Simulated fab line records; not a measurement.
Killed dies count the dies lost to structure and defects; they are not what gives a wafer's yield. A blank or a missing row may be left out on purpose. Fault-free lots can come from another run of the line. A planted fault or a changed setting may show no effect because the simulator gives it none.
Code-filled problem report in 8D (eight disciplines) form -- flow sky130 -- the parts of the form that need people (team, actions taken, sign-off) are left out

1. WHAT WENT WRONG
Across 2 wafers from 2 lots, CAP2M_CVD_00_THK at SKY_CAP2M_THK_MEAS_01 averages 22.96 nm, while fault-free wafers read 15.54 nm with a standard deviation of 0.23. Relative to the usual mean, that is a shift of +32 standard deviations.
Seen first at day 44 04:25 on film-metro-01, wafer L325.6. At this step, 33 wafers from 11 lots have a number in the record. Rule for "out", or "out of limits": more than 4 standard deviations from the usual mean. The rest of the wafers with a number are treated as sound.

2. WHAT IT IS, WHAT IT ISN'T
question,is,is not
which readings at this step,CAP2M_CVD_00_THK,-
which lots,"L325, L327","L311, L313, L314, L317, L318, L323, L326, L332, L334"
which wafers of those lots,"L325.6, L327.6","L325.2, L325.5, L327.4, L327.5"
read on which gauges,"film-metro-01, film-metro-02",film-metro-03
when,from day 44 04:25,"up to then (20 sound wafers); but 11 sound wafers of L326, L327, L332, L334 came after"

3. SUSPECTS, AND WHAT RULES EACH OUT
Counting: if a tool at a process step up to the reading ran every lot that is out, it stays a suspect. Sound lots after the first of them don't rule it out here, since some wafers of a struck lot are sound.
- the gauge at SKY_CAP2M_THK_MEAS_01 has been ruled out. 2 gauges (film-metro-01, film-metro-02) read the wafers that are out.
- pecvd-02 at SKY_CAP2M_CVD_00 (deposits SiO2, target thk 15.5 nm): kept. It ran every lot that is out, first L325 (day 44 04:23); its last sound lot up to then is L323 (day 43 10:41).
Remaining after the count: pecvd-02 at SKY_CAP2M_CVD_00.

4. THE CAUSE (what the simulator had put in)
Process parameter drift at SKY_CAP2M_CVD_00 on pecvd-02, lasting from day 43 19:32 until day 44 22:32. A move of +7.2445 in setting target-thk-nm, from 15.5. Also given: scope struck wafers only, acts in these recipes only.
Counting left only this tool.

5. THE EFFECT CHAIN, in route order
One row per reading whose mean, taken over the struck wafers that have a number, lies over 3 standard deviations from the usual. Only readings whose record carries a usual standard deviation are examined. hours: median over the lots of the time between each lot's start at the first step of this table that gives one and its start at this step. sigmas: the change, counted in usual standard deviations.
hours,step,reading,usual,on struck wafers,change,sigmas
0,SKY_CAP2M_THK_MEAS_01,CAP2M_CVD_00_THK,15.54 nm,22.96,+7.43,+32
45,SKY_METAL4_ETCH_17,oes-product-au,0.755 a.u.,0.938,+0.183,+25
Its process steps:
- SKY_METAL4_ETCH_17: etches SiO2 in C4F8/O2/Ar, stops on TiN, time 3.9 s, target depth 15 nm.
Later steps that measure or inspect, where all struck wafers having a row at the step show a number for every such reading and not one has moved that far: SKY_CAP2M_OVL_MEAS_12.

6. WHAT WOULD HAVE CAUGHT IT SOONER
Counted from the fault's start at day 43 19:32, it took 9 hours until the first out-of-limits reading at a measuring or inspecting step in this record, taken at day 44 04:25.
An alarm limit of 4 standard deviations would not have fired on the tool readings at SKY_CAP2M_CVD_00 for which the record gives a usual standard deviation, since none of them was out on any struck wafer.
L327, from the lots that are out (2), started SKY_CAP2M_CVD_00 on pecvd-02 later than day 44 04:25. A tool hold placed at that time would have kept it from harm.
